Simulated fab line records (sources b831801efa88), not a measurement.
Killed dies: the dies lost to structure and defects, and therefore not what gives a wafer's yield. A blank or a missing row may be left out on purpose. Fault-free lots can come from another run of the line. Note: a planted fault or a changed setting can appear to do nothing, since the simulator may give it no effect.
Which tool is to blame? :: flow sky130 :: 6 lots, 18 wafers sampled, at 2 steps of a route of 708

## WHAT EACH GAUGE READ, for each wafer
SKY_VT_ADJUST_HVTR_OVL_MEAS_08.
lot: L902
measured: day 10 19:44
on: overlay-02
VT_ADJUST_HVTR_OVL (nm): -0.1 -0.5 0.7

lot: L905
measured: day 12 01:05
on: overlay-02
VT_ADJUST_HVTR_OVL (nm): 1.2 3.5 4.3

lot: L908
measured: day 13 05:17
on: overlay-01
VT_ADJUST_HVTR_OVL (nm): 1.6 1.2 2.7

lot: L909
measured: day 13 10:26
on: overlay-02
VT_ADJUST_HVTR_OVL (nm): -190.6 -189.6 -191.5

lot: L916
measured: day 15 07:08
on: overlay-01
VT_ADJUST_HVTR_OVL (nm): -189.7 -190.9 -188.4

lot: L918
measured: day 15 23:38
on: overlay-02
VT_ADJUST_HVTR_OVL (nm): -0.9 0.6 0.0

## EACH LOT AND THE TOOL THAT RAN IT (in order: tool; ch and the chambers of the sampled wafers; start)
lot: L902
SKY_VT_ADJUST_HVTR_EXPOSE_04: iline-stepper-01 ch 0, day 10 08:35

lot: L905
SKY_VT_ADJUST_HVTR_EXPOSE_04: iline-stepper-02 ch 0, day 11 12:58

lot: L908
SKY_VT_ADJUST_HVTR_EXPOSE_04: iline-stepper-01 ch 0, day 12 16:35

lot: L909
SKY_VT_ADJUST_HVTR_EXPOSE_04: iline-stepper-01 ch 0, day 12 22:38

lot: L916
SKY_VT_ADJUST_HVTR_EXPOSE_04: iline-stepper-01 ch 0, day 14 18:07

lot: L918
SKY_VT_ADJUST_HVTR_EXPOSE_04: iline-stepper-02 ch 0, day 15 09:55
- SKY_VT_ADJUST_HVTR_EXPOSE_04: exposes mask HVTRM, target cd 380 nm.

## THE ANSWER, worked out from the rows above alone
Rule: what is usual is taken from the lots themselves. The widest of any qualifying gaps counts: lots, ordered by their means at a reading, are off when they make up no more than a third of the lots, leave a main group of 4 or more, and stand apart from it by 3 or more times the standard deviation of that group's means. A main group whose means are all the same, to the digits that the tables above print for the reading, isn't used. A lot without any number at a reading at which 4 lots or more have one is off too. The other lots that the step has rows for count as sound.
Off: L909, L916, at SKY_VT_ADJUST_HVTR_OVL_MEAS_08 (VT_ADJUST_HVTR_OVL). The main group: mean 1.2 nm, standard deviation 1.3.
A tool fits if, at a process step before that reading, it ran every lot that is off, and no sound lot after the first of them. The gauges at SKY_VT_ADJUST_HVTR_OVL_MEAS_08 are tried like those tools. One fits: SKY_VT_ADJUST_HVTR_EXPOSE_04 on iline-stepper-01. Its last sound lot is L908 (day 12 16:35), its first lot that is off L909 (day 12 22:38): a fault that began between those two fits.

## WHAT HAD BEEN PUT IN BY THE SIMULATOR
Scanner matching overlay: iline-stepper-01, from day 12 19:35 on, at SKY_VT_ADJUST_HVTR_EXPOSE_04. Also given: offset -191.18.
Struck lots among those shown: L909, L916. The rule above reached the same finding.
